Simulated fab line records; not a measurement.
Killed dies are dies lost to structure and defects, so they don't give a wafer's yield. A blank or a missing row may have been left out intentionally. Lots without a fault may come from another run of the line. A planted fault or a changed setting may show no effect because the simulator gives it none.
A sampling plan put to the test	flow sky130	one fab line, 63 faults that these records tell of, each judged on the records of the lots that it struck
The line's own looks make up the plan; these are the steps of the route where a gauge or inspection reads the wafer and leaves it unchanged. A look can be judged if struck wafers have a number there and the file gives its usual mean and standard deviation on fault-free wafers. Caught: at a look after the fault's first step, the mean of the struck wafers lies 4 or more of those standard deviations (sigma) from the usual mean. On the tool: the same test on the tool's own readings at the fault's steps. Also counted as caught: the struck wafers showing another recipe, or a record that is empty for them alone.

## THE FAULTS, as the simulator had put them in
1. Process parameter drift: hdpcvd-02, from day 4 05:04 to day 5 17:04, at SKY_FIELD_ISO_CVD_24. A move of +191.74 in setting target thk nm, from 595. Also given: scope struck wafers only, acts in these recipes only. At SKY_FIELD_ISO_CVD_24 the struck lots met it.
2. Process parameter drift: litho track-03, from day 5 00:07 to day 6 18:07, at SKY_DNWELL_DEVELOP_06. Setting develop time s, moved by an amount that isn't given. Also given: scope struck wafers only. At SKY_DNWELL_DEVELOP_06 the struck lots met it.
3. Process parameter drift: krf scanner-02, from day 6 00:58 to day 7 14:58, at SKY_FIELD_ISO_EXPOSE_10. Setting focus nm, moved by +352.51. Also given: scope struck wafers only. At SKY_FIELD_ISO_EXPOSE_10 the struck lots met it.
4. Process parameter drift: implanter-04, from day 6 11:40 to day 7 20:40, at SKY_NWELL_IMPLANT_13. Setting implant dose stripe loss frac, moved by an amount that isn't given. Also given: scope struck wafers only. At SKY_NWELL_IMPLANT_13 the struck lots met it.
5. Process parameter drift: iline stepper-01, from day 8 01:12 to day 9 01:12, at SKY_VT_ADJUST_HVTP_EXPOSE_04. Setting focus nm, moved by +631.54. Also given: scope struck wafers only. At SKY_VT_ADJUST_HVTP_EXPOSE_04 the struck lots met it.
6. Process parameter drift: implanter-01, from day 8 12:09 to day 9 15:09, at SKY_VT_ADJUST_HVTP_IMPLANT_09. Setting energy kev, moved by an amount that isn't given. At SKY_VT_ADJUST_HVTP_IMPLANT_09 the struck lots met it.
7. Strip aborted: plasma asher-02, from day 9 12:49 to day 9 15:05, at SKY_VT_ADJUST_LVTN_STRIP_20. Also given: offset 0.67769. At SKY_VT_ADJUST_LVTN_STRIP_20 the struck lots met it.
8. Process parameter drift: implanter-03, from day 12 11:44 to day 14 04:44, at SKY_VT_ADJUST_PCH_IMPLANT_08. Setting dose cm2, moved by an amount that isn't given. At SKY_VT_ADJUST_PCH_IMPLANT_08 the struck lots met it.
9. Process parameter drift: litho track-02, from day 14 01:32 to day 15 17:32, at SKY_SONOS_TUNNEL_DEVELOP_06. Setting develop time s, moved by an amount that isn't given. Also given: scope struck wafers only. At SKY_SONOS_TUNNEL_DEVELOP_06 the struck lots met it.
10. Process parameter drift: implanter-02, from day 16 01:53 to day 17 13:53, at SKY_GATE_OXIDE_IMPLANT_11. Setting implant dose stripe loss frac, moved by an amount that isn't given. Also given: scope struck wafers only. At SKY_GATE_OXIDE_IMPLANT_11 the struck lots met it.
11. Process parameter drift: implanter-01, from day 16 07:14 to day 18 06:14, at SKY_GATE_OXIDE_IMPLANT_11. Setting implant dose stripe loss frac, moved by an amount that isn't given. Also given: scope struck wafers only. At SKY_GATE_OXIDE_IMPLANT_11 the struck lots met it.
12. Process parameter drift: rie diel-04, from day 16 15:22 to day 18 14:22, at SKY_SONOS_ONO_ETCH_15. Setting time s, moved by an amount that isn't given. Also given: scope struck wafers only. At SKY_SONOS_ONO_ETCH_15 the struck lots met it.
13. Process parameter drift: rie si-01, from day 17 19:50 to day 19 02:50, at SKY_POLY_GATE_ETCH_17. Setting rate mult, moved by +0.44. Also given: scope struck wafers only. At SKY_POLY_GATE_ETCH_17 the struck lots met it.
14. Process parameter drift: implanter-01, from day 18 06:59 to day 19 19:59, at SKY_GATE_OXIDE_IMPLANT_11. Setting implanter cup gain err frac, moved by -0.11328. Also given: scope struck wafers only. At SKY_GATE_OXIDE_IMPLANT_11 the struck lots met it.
15. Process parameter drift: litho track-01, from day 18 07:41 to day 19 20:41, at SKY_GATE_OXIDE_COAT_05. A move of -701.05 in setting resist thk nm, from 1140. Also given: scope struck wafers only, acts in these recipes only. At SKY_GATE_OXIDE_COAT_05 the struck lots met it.
16. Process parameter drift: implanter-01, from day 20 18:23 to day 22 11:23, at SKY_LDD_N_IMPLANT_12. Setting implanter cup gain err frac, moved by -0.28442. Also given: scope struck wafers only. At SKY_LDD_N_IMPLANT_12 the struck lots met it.
17. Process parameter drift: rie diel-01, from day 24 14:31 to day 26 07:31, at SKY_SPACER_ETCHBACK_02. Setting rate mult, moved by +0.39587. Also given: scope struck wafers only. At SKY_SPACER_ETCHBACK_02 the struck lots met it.
18. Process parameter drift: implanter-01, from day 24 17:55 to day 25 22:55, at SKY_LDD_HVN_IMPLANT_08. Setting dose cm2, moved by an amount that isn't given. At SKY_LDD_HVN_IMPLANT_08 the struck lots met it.
19. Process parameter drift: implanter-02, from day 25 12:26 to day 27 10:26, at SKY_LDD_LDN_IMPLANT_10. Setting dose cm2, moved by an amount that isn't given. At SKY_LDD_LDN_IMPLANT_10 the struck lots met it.
20. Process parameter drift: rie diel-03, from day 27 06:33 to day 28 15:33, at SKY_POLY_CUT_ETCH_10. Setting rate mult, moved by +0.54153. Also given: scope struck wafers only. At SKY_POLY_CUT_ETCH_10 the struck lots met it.
21. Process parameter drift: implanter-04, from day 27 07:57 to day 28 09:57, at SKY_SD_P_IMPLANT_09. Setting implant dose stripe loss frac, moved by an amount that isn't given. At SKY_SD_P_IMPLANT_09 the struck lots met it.
22. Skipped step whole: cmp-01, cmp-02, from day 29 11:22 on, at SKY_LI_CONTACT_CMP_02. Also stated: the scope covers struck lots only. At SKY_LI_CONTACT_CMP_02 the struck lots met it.
23. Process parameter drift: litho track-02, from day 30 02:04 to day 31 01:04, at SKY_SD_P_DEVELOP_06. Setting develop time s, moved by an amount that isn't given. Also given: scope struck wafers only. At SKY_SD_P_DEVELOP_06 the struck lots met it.
24. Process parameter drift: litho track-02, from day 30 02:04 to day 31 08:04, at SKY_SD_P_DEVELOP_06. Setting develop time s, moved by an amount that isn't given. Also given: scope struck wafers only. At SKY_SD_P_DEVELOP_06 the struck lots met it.
25. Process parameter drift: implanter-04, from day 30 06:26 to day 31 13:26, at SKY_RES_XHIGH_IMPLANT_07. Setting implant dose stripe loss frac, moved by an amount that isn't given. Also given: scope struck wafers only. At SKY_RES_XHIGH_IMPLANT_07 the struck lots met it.
26. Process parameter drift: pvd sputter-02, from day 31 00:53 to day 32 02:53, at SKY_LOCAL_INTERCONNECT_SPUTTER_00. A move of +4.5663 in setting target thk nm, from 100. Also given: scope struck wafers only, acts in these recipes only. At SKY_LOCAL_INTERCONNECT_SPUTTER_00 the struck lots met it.
27. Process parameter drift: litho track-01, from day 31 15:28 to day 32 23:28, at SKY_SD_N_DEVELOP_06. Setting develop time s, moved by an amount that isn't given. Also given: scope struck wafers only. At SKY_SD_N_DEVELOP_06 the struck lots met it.
28. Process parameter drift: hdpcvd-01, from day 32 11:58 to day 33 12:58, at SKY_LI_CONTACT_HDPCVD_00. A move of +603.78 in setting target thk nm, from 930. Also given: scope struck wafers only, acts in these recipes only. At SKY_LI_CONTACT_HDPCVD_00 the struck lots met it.
29. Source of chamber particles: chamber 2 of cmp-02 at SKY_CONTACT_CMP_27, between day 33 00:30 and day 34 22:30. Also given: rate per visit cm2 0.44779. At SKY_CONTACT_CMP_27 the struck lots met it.
30. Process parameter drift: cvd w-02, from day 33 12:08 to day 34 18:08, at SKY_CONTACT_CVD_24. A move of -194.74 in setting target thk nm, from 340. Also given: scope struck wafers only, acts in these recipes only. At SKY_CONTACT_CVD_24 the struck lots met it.
31. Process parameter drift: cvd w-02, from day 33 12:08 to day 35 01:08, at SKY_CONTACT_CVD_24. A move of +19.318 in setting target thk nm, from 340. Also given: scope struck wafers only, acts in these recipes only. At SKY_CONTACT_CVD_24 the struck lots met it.
32. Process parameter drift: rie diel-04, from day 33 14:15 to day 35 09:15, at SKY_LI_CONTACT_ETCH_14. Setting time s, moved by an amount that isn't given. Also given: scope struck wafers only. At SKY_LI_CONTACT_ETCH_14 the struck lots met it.
33. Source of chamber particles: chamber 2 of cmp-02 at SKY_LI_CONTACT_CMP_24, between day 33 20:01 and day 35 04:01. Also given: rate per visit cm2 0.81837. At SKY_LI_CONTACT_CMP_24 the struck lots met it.
34. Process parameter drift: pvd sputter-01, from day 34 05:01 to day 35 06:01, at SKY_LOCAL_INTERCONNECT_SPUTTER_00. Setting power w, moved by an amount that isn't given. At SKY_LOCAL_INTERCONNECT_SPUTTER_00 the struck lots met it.
35. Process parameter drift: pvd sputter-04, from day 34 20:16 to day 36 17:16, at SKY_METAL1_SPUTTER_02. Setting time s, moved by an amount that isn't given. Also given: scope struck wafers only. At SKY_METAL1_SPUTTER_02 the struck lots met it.
36. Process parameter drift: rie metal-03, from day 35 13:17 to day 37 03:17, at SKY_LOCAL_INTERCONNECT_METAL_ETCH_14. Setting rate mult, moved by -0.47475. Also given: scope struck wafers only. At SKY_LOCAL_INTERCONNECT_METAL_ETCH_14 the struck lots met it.
37. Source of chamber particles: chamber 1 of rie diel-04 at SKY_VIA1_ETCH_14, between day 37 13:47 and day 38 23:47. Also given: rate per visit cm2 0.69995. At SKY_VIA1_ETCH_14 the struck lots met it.
38. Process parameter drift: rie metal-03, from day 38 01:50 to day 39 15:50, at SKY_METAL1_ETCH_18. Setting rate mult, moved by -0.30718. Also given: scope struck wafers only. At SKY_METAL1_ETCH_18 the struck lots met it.
39. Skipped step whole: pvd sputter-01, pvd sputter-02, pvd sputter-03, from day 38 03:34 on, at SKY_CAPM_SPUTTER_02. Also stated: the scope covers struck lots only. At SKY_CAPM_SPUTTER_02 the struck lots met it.
40. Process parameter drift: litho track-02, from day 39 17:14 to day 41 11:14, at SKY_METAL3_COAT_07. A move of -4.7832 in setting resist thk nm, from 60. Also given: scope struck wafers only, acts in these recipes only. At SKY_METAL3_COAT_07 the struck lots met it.
41. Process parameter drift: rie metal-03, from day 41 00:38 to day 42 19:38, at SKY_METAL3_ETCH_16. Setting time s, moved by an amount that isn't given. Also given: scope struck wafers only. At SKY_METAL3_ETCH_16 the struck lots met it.
42. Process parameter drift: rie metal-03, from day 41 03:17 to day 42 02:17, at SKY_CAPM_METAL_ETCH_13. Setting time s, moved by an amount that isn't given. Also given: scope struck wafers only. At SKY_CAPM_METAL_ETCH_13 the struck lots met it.
43. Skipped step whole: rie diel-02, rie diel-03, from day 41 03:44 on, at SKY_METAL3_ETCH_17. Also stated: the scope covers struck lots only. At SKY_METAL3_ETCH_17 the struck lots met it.
44. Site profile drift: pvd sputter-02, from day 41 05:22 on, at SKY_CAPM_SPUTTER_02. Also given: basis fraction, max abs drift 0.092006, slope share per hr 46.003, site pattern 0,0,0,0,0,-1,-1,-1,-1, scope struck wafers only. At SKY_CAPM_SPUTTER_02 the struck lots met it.
45. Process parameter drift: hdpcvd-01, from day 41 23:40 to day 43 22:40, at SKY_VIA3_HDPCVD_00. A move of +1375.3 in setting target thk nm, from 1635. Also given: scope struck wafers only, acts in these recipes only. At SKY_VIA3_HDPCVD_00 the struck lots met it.
46. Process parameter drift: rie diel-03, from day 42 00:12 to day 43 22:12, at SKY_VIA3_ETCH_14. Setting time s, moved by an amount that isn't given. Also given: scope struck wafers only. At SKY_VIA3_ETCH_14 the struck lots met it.
47. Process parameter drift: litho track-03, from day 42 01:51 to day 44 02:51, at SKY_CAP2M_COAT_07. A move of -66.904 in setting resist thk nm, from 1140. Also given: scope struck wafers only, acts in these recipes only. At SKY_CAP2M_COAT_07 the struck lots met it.
48. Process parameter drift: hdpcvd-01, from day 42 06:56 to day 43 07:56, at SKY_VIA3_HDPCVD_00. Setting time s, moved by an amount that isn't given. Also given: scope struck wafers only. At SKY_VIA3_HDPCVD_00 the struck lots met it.
49. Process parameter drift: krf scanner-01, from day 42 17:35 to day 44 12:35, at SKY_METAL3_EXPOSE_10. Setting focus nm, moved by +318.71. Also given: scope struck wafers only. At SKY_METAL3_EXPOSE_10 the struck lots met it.
50. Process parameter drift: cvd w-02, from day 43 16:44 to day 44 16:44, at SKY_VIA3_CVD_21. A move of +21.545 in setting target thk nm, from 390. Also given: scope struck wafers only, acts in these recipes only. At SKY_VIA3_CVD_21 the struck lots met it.
51. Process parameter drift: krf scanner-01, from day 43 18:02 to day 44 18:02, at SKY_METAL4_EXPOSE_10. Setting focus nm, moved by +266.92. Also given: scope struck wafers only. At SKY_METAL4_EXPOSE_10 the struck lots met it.
52. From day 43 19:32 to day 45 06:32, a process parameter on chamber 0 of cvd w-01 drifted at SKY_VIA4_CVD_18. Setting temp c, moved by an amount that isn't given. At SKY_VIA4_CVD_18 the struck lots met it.
53. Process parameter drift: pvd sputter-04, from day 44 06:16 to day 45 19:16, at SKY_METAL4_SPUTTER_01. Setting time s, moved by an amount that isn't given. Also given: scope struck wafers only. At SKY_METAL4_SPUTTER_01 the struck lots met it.
54. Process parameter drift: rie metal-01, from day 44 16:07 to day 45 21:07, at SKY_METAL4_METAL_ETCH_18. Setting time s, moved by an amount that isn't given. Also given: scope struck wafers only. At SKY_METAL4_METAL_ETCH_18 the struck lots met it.
55. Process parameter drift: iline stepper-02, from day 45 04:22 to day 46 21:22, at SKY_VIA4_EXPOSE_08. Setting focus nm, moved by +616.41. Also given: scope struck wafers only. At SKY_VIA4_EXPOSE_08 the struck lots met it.
56. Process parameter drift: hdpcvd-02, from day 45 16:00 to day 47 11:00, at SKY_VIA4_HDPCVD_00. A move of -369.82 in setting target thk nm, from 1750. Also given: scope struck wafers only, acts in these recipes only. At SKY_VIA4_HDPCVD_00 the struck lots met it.
57. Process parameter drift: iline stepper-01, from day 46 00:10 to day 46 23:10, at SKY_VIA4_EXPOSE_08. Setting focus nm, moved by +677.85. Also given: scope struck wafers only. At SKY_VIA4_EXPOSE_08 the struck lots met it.
58. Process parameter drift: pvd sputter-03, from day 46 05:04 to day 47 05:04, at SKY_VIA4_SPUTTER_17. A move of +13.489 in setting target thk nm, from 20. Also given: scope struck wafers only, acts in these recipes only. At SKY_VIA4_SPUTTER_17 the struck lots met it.
59. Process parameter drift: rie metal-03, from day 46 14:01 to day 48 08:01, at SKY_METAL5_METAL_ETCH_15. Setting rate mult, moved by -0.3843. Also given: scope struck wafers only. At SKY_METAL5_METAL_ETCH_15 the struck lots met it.
60. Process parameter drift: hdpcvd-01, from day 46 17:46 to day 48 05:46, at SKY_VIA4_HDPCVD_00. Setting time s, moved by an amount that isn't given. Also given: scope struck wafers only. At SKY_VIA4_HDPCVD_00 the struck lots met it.
61. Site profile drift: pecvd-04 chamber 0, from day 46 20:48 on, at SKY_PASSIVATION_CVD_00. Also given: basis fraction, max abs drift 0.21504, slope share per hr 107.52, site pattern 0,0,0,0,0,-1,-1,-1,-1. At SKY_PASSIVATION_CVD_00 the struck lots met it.
62. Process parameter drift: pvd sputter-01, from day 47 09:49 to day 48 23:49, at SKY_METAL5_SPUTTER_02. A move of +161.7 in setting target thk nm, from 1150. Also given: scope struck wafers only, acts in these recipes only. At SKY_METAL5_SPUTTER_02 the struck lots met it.
63. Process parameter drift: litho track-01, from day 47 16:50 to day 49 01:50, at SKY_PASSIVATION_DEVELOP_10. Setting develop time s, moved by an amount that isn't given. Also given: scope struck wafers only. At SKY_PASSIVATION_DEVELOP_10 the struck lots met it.

## WHAT THE PLAN SAW
fault	on the tool itself	first look that catches it	reading, sigma	median hours from its first step to that look	hours from the fault's start to the first struck lot there	judged looks passed uncaught
1	no reading that can be judged	SKY_FIELD_ISO_THK_MEAS_25	FIELD_ISO_CVD_24_THK +40	0.1	2	0
2	under 2 sigma	no look after it can be judged	-	-	-	0
3	under 2 sigma	SKY_FIELD_ISO_CD_MEAS_13	cd nm -34	9.4	17	0
4	no reading that can be judged	none of the 7 looks that can be judged after it	strongest: VT_ADJUST_HVTP_OVL at SKY_VT_ADJUST_HVTP_OVL_MEAS_08, -2.4	-	-	7
5	under 2 sigma	SKY_VT_ADJUST_HVTP_CD_MEAS_07	cd nm -4.4	10.5	14	0
6	beam energy keV -99 or beyond sigma	SKY_VT_ADJUST_HVTP_TW_MEAS_11	VT_ADJUST_HVTP_TW -5.0	0.2	4	0
7	oes product au +55 sigma	SKY_VT_ADJUST_NCORE_TW_MEAS_11	VT_ADJUST_NCORE_TW -99 or beyond	23.1	25	0
8	dose ions cm2 -99 or beyond sigma	SKY_VT_ADJUST_PCH_TW_MEAS_10	VT_ADJUST_PCH_TW -80	0.2	2	0
9	no reading that can be judged	SKY_SONOS_TUNNEL_TW_MEAS_12	SONOS_TUNNEL_TW -99 or beyond	0.7	5	0
10	under 2 sigma	none of the 5 looks that can be judged after it	-	-	-	5
11	under 2 sigma	none of the 5 looks that can be judged after it	-	-	-	5
12	under 2 sigma	no look after it can be judged	-	-	-	0
13	under 2 sigma	no look after it can be judged	-	-	-	0
14	beam on s +7.6 sigma	not the one look that can be judged after it	strongest: GATE_OXIDE_TW at SKY_GATE_OXIDE_TW_MEAS_14, +3.5	-	-	1
15	under 2 sigma	no look after it can be judged	-	-	-	0
16	beam on s +21 sigma	none of the 7 looks that can be judged after it	-	-	-	7
17	under 2 sigma	not the one look that can be judged after it	-	-	-	1
18	dose ions cm2 +99 or beyond sigma	SKY_LDD_HVN_TW_MEAS_10	LDD_HVN_TW +99 or beyond	0.2	6	0
19	dose ions cm2 -99 or beyond sigma	SKY_LDD_LDN_TW_MEAS_13	LDD_LDN_TW -10	0.4	5	0
20	under 2 sigma	no look after it can be judged	-	-	-	0
21	no reading that can be judged	none of the 6 looks that can be judged after it	-	-	-	6
22	the tool's record is blank for the struck wafers	no look after it can be judged	-	-	-	0
23	no reading that can be judged	SKY_SD_P_CD_MEAS_07	cd nm -41	0.2	14	0
24	no reading that can be judged	SKY_SD_P_CD_MEAS_07	cd nm -4.5	0.1	4	0
25	under 2 sigma	none of the 9 looks that can be judged after it	-	-	-	9
26	under 2 sigma	none of the 3 looks that can be judged after it	strongest: LOCAL_INTERCONNECT_TIN_RS at SKY_LOCAL_INTERCONNECT_RS_MEAS_01, -3.3	-	-	3
27	no reading that can be judged	SKY_SD_N_TW_MEAS_12	SD_N_TW -99 or beyond	0.7	15	0
28	under 2 sigma	SKY_LI_CONTACT_THK_MEAS_01	LI_CONTACT_HDPCVD_THK +54	0.1	5	0
29	under 2 sigma	not the one look that can be judged after it	-	-	-	1
30	under 2 sigma	SKY_CONTACT_RS_MEAS_25	CONTACT_W_RS +99 or beyond	0.1	8	0
31	under 2 sigma	SKY_CONTACT_RS_MEAS_25	CONTACT_W_RS -4.8	0.1	17	0
32	run length s -98 sigma	not the one look that can be judged after it	-	-	-	1
33	under 2 sigma	none of the 3 looks that can be judged after it	-	-	-	3
34	cathode dc power W +99 or beyond sigma	SKY_LOCAL_INTERCONNECT_RS_MEAS_01	LOCAL_INTERCONNECT_TIN_RS -9.2	0.1	10	0
35	under 2 sigma	SKY_METAL1_RS_MEAS_05	METAL1_ALCU_RS -5.6	0.1	15	0
36	oes product au -28 sigma	no look after it can be judged	-	-	-	0
37	under 2 sigma	not the one look that can be judged after it	-	-	-	1
38	oes product au -9.5 sigma	not the one look that can be judged after it	-	-	-	1
39	the tool's record is blank for the struck wafers	no look after it can be judged	-	-	-	0
40	no reading that can be judged	no look after it can be judged	-	-	-	0
41	run length s +27 sigma	no look after it can be judged	-	-	-	0
42	run length s +4.8 sigma	no look after it can be judged	-	-	-	0
43	the tool's record is blank for the struck wafers	no look after it can be judged	-	-	-	0
44	under 2 sigma	SKY_CAPM_RS_MEAS_03	CAPM_TIN_RS +4.0	0.1	4	0
45	no reading that can be judged	SKY_VIA3_THK_MEAS_01	VIA3_HDPCVD_THK +73	0.2	16	0
46	run length s -63 sigma	no look after it can be judged	-	-	-	0
47	under 2 sigma	no look after it can be judged	-	-	-	0
48	run length s -99 or beyond sigma	SKY_VIA3_THK_MEAS_01	VIA3_HDPCVD_THK -15	0.2	5	0
49	under 2 sigma	SKY_METAL3_CD_MEAS_13	cd nm -30	10.5	24	0
50	under 2 sigma	SKY_VIA3_RS_MEAS_22	VIA3_W_RS -4.3	0.1	2	0
51	no reading that can be judged	SKY_METAL4_CD_MEAS_13	cd nm -19	10.7	17	0
52	susceptor temp C -56 sigma	SKY_VIA4_RS_MEAS_19	VIA4_W_RS +19	0.3	9	0
53	under 2 sigma	no look after it can be judged	-	-	-	0
54	run length s -19 sigma	no look after it can be judged	-	-	-	0
55	under 2 sigma	not the one look that can be judged after it	-	-	-	1
56	no reading that can be judged	SKY_VIA4_THK_MEAS_01	VIA4_HDPCVD_THK -9.2	0.1	2	0
57	no reading that can be judged	not the one look that can be judged after it	-	-	-	1
58	under 2 sigma	no look after it can be judged	-	-	-	0
59	oes product au -25 sigma	no look after it can be judged	-	-	-	0
60	run length s -27 sigma	not the one look that can be judged after it	strongest: VIA4_HDPCVD_THK at SKY_VIA4_THK_MEAS_01, -3.0	-	-	1
61	under 2 sigma	SKY_PASSIVATION_THK_MEAS_01	PASSIVATION_CVD_00_THK -5.7	0.0	2	0
62	under 2 sigma	SKY_METAL5_RS_MEAS_05	METAL5_ALCU_RS -9.2	0.1	9	0
63	no reading that can be judged	no look after it can be judged	-	-	-	0
A dash: the fault is not caught, or the number is missing from these records.

Caught at a look: 27 of 63. Caught on the tool: 22 of 63. By one or the other: 41 of 63.
On the tool alone, faults 14, 16, 22, 32, 36, 38, 39, 41, 42, 43, 46, 54, 59, 60 were caught.
Caught at a look alone: faults 1, 3, 5, 9, 23, 24, 27, 28, 30, 31, 35, 44, 45, 49, 50, 51, 56, 61, 62.
Caught by neither: faults 2, 4, 10, 11, 12, 13, 15, 17, 20, 21, 25, 26, 29, 33, 37, 40, 47, 53, 55, 57, 58, 63.

## THINNER SAMPLING
If the look that catches a fault measured only every second or every third lot, by lot number, the first struck lot would be measured this late in the worst case:
fault	struck lots at that look, in order of time	every lot	every second lot	every third lot
1	L804, L807	2 h	19 h	may miss all 2
3	L725, L726	17 h	24 h	may miss all 2
5	L893, L894, L895	14 h	20 h	29 h
6	L933, L934	4 h	10 h	may miss all 2
7	L616	25 h	may miss it	may miss it
8	L503, L504	2 h	8 h	may miss all 2
9	L523, L524, L526	5 h	14 h	may miss all 3
18	L437, L439	6 h	may miss all 2	may miss all 2
19	L256, L259	5 h	34 h	may miss all 2
23	L105	14 h	may miss it	may miss it
24	L101, L102, L103	4 h	8 h	14 h
27	L183	15 h	may miss it	may miss it
28	L640	5 h	may miss it	may miss it
30	L947, L949	8 h	may miss all 2	may miss all 2
31	L489, L490	17 h	27 h	may miss all 2
34	L811, L812	10 h	20 h	may miss all 2
35	L763, L766	15 h	31 h	may miss all 2
44	L779, L781	4 h	may miss all 2	may miss all 2
45	L699	16 h	may miss it	may miss it
48	L630, L632	5 h	may miss all 2	may miss all 2
49	L115, L118	24 h	43 h	may miss all 2
50	L902, L903, L904	2 h	9 h	17 h
51	L563, L564	17 h	26 h	may miss all 2
52	L965, L966, L969	9 h	11 h	may miss all 3
56	L921, L922	2 h	9 h	may miss all 2
61	L652, L656, L657	2 h	23 h	23 h
62	L263	9 h	may miss it	may miss it
The hour figures run from when the fault began to the first measured lot among those it struck. 4 sigma limit: tested on the pooled struck wafers, so a lone lot may be under it. Other struck lots may not be in these records.

## THE LONGEST TIMED WAY FROM STEP TO LOOK
Fault 7: the median time between SKY_VT_ADJUST_LVTN_STRIP_20 and SKY_VT_ADJUST_NCORE_TW_MEAS_11 is 23.1 hours. No look between them can be judged.
